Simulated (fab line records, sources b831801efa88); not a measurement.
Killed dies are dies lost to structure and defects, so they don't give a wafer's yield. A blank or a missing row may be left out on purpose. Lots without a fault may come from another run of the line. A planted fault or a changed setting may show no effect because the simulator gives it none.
fab line records | flow sky130 | part 2 of 2: steps 27 to 38 of 38
record lots=5 wafers=15 last_day=49
route steps=708 shown RES_PROTECT@207 POLY_GATE@213 LDD_N@237
lots that met no fault: from a run of the same line without faults
start_h: hours from the record's first day to the start of the lot's first wafer shown | wait_h: hours since the lot's step before | " the same as in the row above | L1.1+2: a row that stands for several wafers | - no value, or no start given | * or withheld: withheld | < > ~ a bound
route shown NAME@n: a module of which the file shows steps, and the number in the route of the first | usual: mean/standard deviation of fault-free wafers | same: alike in all rows | chamber/n: place in a boat | sites: the reading at each site | _std_site: their standard deviation | _edge_site: outer sites' mean less inner sites' | radius_mm: how far each site lies from the wafer's centre | mask NAME#n: copy n | behind: the tool/chamber that last shaped the wafer | hold: why the lot was held/for how many hours/how that ended | device: the transistor (n, p or np) that didn't switch | end of line: the same wafers' tests at the end of the route | a step without rows: its recipe alone | killed: dies lost to structure and defects at the first sort, not the wafer's yield | map: a wafer's dies, x killed, . not, _ none there
set.NAME: the setting as run; set.NAME@STEP: as run at that earlier step | model.NAME: the simulator's own value behind a step, which no gauge read
lots at some steps of the route; a table a step, a row a wafer
services: from which hour (start_h, from the record's first day; less than 0 if before it) a tool's chamber was out of use, for how many hours, and why
## steps
# step SKY_POLY_GATE_CLEAN_19
# recipe chemistry=SC1/SC2 mix=1:4:20 temp_c=70 time_s=150 dry=n2_spin
# columns lot.wafer tool chamber start_h wait_h
L077.1+2+4 wet_bench-02 0 401.31 0.1
L080.1+5+6 wet_bench-02 3 423.01 0.1
L084.2+3+5 wet_bench-03 3 459.68 0.1
L087.2+4+6 wet_bench-01 1 482.41 0.1
L091.2+3+5 wet_bench-02 3 529.00 0.1
# step SKY_POLY_GATE_OXIDATION_20
# recipe temp_c=850 ambient=O2 stabilise_s=600 purge_s=300 target_thk_a=40 ox_time_s=899
# usual spike_tc_bottom_C=872.6/1.9 spike_tc_upper_C=850.7/0.93 zone_power_lower_pct=14.3/0.35
# columns lot.wafer tool chamber start_h wait_h spike_tc_bottom_C spike_tc_upper_C zone_power_lower_pct
L077.1 furnace-02 0 403.41 2.1 873.8 850.2 14.1
L077.2 " 0 " " 872.1 851.0 14.2
L077.4 " 0 " " 872.9 849.3 14.2
L080.1 furnace-02 0 423.69 0.6 874.7 849.7 13.9
L080.5 " 0 " " 871.8 850.4 14.2
L080.6 " 0 " " 873.5 852.4 14.1
L084.2 furnace-02 0 460.37 0.6 874.0 850.5 13.9
L084.3 " 0 " " 872.8 850.1 13.9
L084.5 " 0 " " 874.2 850.4 14.1
L087.2 furnace-01 0 482.46 0.0 870.9 851.7 14.7
L087.4 " 0 " " 871.5 849.8 14.7
L087.6 " 0 " " 870.3 851.7 14.8
L091.2 furnace-02 0 529.06 0.0 874.0 848.3 14.4
L091.3 " 0 " " 873.1 849.2 13.9
L091.5 " 0 " " 873.6 850.6 14.0
# step SKY_POLY_GATE_THK_MEAS_21
# recipe reads=SiO2_of_POLY_GATE_OXIDATION_20
# usual POLY_GATE_OXIDATION_THK=4.02/0.078
# columns lot.wafer tool chamber start_h wait_h POLY_GATE_OXIDATION_THK[nm]
L077.1 film_metro-02 - 404.66 0.0 4.21
L077.2 " - " " 4.18
L077.4 " - " " 4.13
L080.1 film_metro-01 - 424.94 0.0 4.05
L080.5 " - " " 4.04
L080.6 " - " " 4.07
L084.2 film_metro-01 - 461.62 0.0 4.09
L084.3 " - " " 4.16
L084.5 " - " " 4.24
L087.2 film_metro-03 - 483.72 0.0 4.01
L087.4 " - " " 3.98
L087.6 " - " " 3.95
L091.2 film_metro-01 - 530.32 0.0 4.05
L091.3 " - " " 4.03
L091.5 " - " " 4.05
# step SKY_POLY_GATE_CD_MEAS_22
# usual cd_nm=150.0/1.9
# columns lot.wafer tool chamber start_h wait_h cd_nm
L077.1 cd_sem-02 - 404.72 0.1 149.2
L077.2 " - " " 149.4
L077.4 " - " " 149.5
L080.1 cd_sem-01 - 425.00 0.1 150.2
L080.5 " - " " 149.7
L080.6 " - " " 151.1
L084.2 cd_sem-02 - 461.70 0.1 151.9
L084.3 " - " " 149.8
L084.5 " - " " 148.1
L087.2 cd_sem-02 - 483.80 0.1 153.2
L087.4 " - " " 153.0
L087.6 " - " " 152.4
L091.2 cd_sem-02 - 530.40 0.1 150.7
L091.3 " - " " 151.1
L091.5 " - " " 149.4
# step SKY_LDD_N_DEHYDRATE_00
# recipe temp_c=200 time_s=60
# columns lot.wafer tool chamber start_h wait_h
L077.1+2+4 litho_track-02 0 419.79 15.0
L080.1+5+6 litho_track-01 0 439.00 14.0
L084.2+3+5 litho_track-03 0 476.19 14.5
L087.2+4+6 litho_track-02 0 497.66 13.8
L091.2+3+5 litho_track-02 0 545.31 14.9
# step SKY_LDD_N_HMDS_01
# recipe prime_time_s=60 prime_temp_c=120
# columns lot.wafer tool chamber start_h wait_h
L077.1+2+4 litho_track-02 0 419.94 0.1
L080.1+5+6 litho_track-01 0 439.15 0.1
L084.2+3+5 litho_track-03 0 476.34 0.1
L087.2+4+6 litho_track-02 0 497.81 0.1
L091.2+3+5 litho_track-02 0 545.46 0.1
# step SKY_LDD_N_COAT_02
# recipe resist=NOVOLAK spin_rpm=3000 resist_thk_nm=300
# usual dispense_pressure_kPa=54/4.9
# columns lot.wafer tool chamber start_h wait_h dispense_pressure_kPa
L077.1 litho_track-02 0 420.09 0.1 57
L077.2 " 0 " " 57
L077.4 " 0 " " 57
L080.1 litho_track-01 0 439.30 0.1 58
L080.5 " 0 " " 58
L080.6 " 0 " " 58
L084.2 litho_track-03 0 476.49 0.1 46
L084.3 " 0 " " 46
L084.5 " 0 " " 46
L087.2 litho_track-02 0 497.96 0.1 57
L087.4 " 0 " " 57
L087.6 " 0 " " 57
L091.2 litho_track-02 0 545.61 0.1 57
L091.3 " 0 " " 57
L091.5 " 0 " " 57
# step SKY_LDD_N_SOFTBAKE_03
# recipe temp_c=90 time_s=60 resist=NOVOLAK
# columns lot.wafer tool chamber start_h wait_h
L077.1+2+4 litho_track-02 0 420.24 0.1
L080.1+5+6 litho_track-01 0 439.45 0.1
L084.2+3+5 litho_track-03 0 476.64 0.1
L087.2+4+6 litho_track-02 0 498.11 0.1
L091.2+3+5 litho_track-02 0 545.76 0.1
# step SKY_LDD_N_EXPOSE_04
# recipe mask_id=NTM target_cd_nm=840 na=0.6 source_shape=conventional sigma_outer=0.6 dose_mj=110
# usual focus_offset_nm=0.0/0.5
# same sigma_outer=0.6
# columns lot.wafer tool chamber start_h wait_h mask focus_offset_nm
L077.1 iline_stepper-01 0 - - NTM#0 0.4
L077.2 " 0 " " NTM#0 -0.5
L077.4 " 0 " " NTM#0 -0.4
L080.1 iline_stepper-02 0 - - NTM#0 1.1
L080.5 " 0 " " NTM#0 -0.4
L080.6 " 0 " " NTM#0 0.2
L084.2 iline_stepper-01 0 - - NTM#0 -0.5
L084.3 " 0 " " NTM#0 0.2
L084.5 " 0 " " NTM#0 0.4
L087.2 iline_stepper-01 0 - - NTM#0 -0.5
L087.4 " 0 " " NTM#0 0.5
L087.6 " 0 " " NTM#0 0.0
L091.2 iline_stepper-01 0 - - NTM#0 -0.6
L091.3 " 0 " " NTM#0 -0.4
L091.5 " 0 " " NTM#0 -1.2
# step SKY_LDD_N_PEB_05
# recipe temp_c=withheld time_s=* resist=NOVOLAK
# columns lot.wafer tool chamber start_h wait_h
L077.1+2+4 litho_track-01 0 - -
L080.1+5+6 litho_track-03 0 - -
L084.2+3+5 litho_track-01 0 - -
L087.2+4+6 litho_track-02 0 - -
L091.2+3+5 litho_track-02 0 - -
# step SKY_LDD_N_DEVELOP_06
# recipe develop_time_s=60 dev_temp_c=23
# usual developer_temp_C=22.99/0.11
# columns lot.wafer tool chamber start_h wait_h developer_temp_C
L077.1 litho_track-01 0 434.55 0.1 22.97
L077.2 " 0 " " 23.09
L077.4 " 0 " " 22.96
L080.1 litho_track-03 0 455.36 0.1 22.86
L080.5 " 0 " " 22.94
L080.6 " 0 " " 23.07
L084.2 litho_track-01 0 492.28 0.1 23.02
L084.3 " 0 " " 22.92
L084.5 " 0 " " 23.04
L087.2 litho_track-02 0 513.51 0.1 23.00
L087.4 " 0 " " 22.91
L087.6 " 0 " " 23.14
L091.2 litho_track-02 0 559.96 0.1 22.87
L091.3 " 0 " " 23.08
L091.5 " 0 " " 23.02
# step SKY_LDD_N_OVL_MEAS_07
# usual LDD_N_OVL=-0.6/1.5
# columns lot.wafer tool chamber start_h wait_h LDD_N_OVL[nm]
L077.1 overlay-02 - 434.70 0.1 0.6
L077.2 " - " " -0.9
L077.4 " - " " 0.3
L080.1 overlay-01 - 455.51 0.1 -0.3
L080.5 " - " " 0.9
L080.6 " - " " 1.0
L084.2 overlay-02 - 492.41 0.1 0.6
L084.3 " - " " 1.4
L084.5 " - " " -1.2
L087.2 overlay-01 - 513.64 0.1 -2.3
L087.4 " - " " -0.1
L087.6 " - " " -2.7
L091.2 overlay-01 - 560.09 0.1 1.5
L091.3 " - " " -0.1
L091.5 " - " " 0.3
## services
# columns tool chamber start_h hours kind
iline_stepper-01 - 335.24 15.8 repair
krf_scanner-02 - 335.82 1.0 pm
rie_diel-02 - 347.38 0.6 repair
rie_diel-02 0 351.36 3.3 repair
rie_si-01 - 356.12 2.8 pm
rie_diel-01 - 357.46 2.8 pm
iline_stepper-01 - 359.69 3.3 repair
rie_diel-02 0 360.68 4.4 repair
krf_scanner-02 - 361.30 1.3 pm
rie_si-01 1 366.08 13.6 repair
krf_scanner-02 - 367.84 4.4 pm
rie_diel-01 1 369.05 5.8 repair
krf_scanner-02 - 379.08 0.8 pm
iline_stepper-02 - 381.73 1.7 pm
rie_diel-02 0 386.39 26.6 repair
furnace-02 - 387.15 3.4 pm
plasma_asher-01 - 401.25 3.0 repair
iline_stepper-02 - 432.01 0.7 repair
iline_stepper-01 - 441.63 1.7 pm
iline_stepper-02 - 444.86 4.4 pm
rie_diel-02 1 475.45 4.1 repair
furnace-02 - 479.58 4.4 pm
rie_diel-01 3 492.55 31.3 repair
furnace-02 - 555.21 3.6 pm
